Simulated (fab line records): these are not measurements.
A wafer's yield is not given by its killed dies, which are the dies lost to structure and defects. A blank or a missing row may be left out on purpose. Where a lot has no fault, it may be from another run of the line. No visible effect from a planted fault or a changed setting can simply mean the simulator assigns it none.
Which of the tools did it? ; flow sky130 ; 6 lots, 18 wafers sampled, at 3 steps of a route of 708

WHAT THE GAUGES READ, wafer by wafer
SKY_NWELL_THK_MEAS_02.
lot;measured;on;NWELL_OXIDATION_THK (nm)
L496;day 3 05:22;film_metro-02;9.95 9.84 9.71
L498;day 3 14:48;film_metro-03;9.96 9.62 9.67
L500;day 4 00:53;film_metro-02;9.73 9.75 9.74
L503;day 4 17:29;film_metro-02;9.87 10.11 10.00
L510;day 6 04:57;film_metro-02;12.15 12.21 12.18
L516;day 7 11:29;film_metro-03;10.07 10.11 10.09

WHICH TOOL RAN EACH LOT (tool, then ch and the chambers of the sampled wafers, then the start)
lot;SKY_FIELD_ISO_ETCH_17;SKY_NWELL_OXIDATION_01
L496;rie_si-02 ch 0,1,3, day 2 23:33;furnace-01 ch 0, day 3 03:58
L498;rie_si-01 ch 0,3, day 3 07:10;furnace-01 ch 0, day 3 13:25
L500;rie_si-02 ch 1,2,3, day 3 17:12;furnace-01 ch 0, day 3 23:29
L503;rie_si-02 ch 0,3, day 4 09:26;furnace-01 ch 0, day 4 16:06
L510;rie_si-01 ch 2,3, day 5 23:05;furnace-02 ch 0, day 6 03:34
L516;rie_si-01 ch 0,1,3, day 7 04:16;furnace-01 ch 0, day 7 10:05
- SKY_FIELD_ISO_ETCH_17: etches Si in HBr/Cl2/O2, target depth 342 nm, time 97.7 s.
- SKY_NWELL_OXIDATION_01: stabilise 600 s, purge 300 s, target thk 10 nm.

THE ANSWER, worked out from the rows above alone
Rule: usual is defined by the lots themselves. Put in order of their means at a reading, lots are off if they are a third of the lots or fewer, leave a main group of 4 or more, and stand apart from it by a gap of 3 or more times the standard deviation of the main group's means; of several such gaps the widest counts. A main group whose means are all the same, to the digits that the tables above print for the reading, isn't used. A lot without any number at a reading at which 4 lots or more have one is off too. The other lots that the step has rows for count as sound.
Off: L510, at SKY_NWELL_THK_MEAS_02 (NWELL_OXIDATION_THK). Main group: mean 9.88 nm, sd 0.14.
A tool fits if, at a process step before that reading, it ran every lot that is off, and no sound lot after the first of them. Those tools and the gauges at SKY_NWELL_THK_MEAS_02 are tried in the same way. Can't be told from this: 2 tools fit, furnace-02 at SKY_NWELL_OXIDATION_01, film_metro-02 at SKY_NWELL_THK_MEAS_02.

WHAT THE SIMULATOR PUT IN
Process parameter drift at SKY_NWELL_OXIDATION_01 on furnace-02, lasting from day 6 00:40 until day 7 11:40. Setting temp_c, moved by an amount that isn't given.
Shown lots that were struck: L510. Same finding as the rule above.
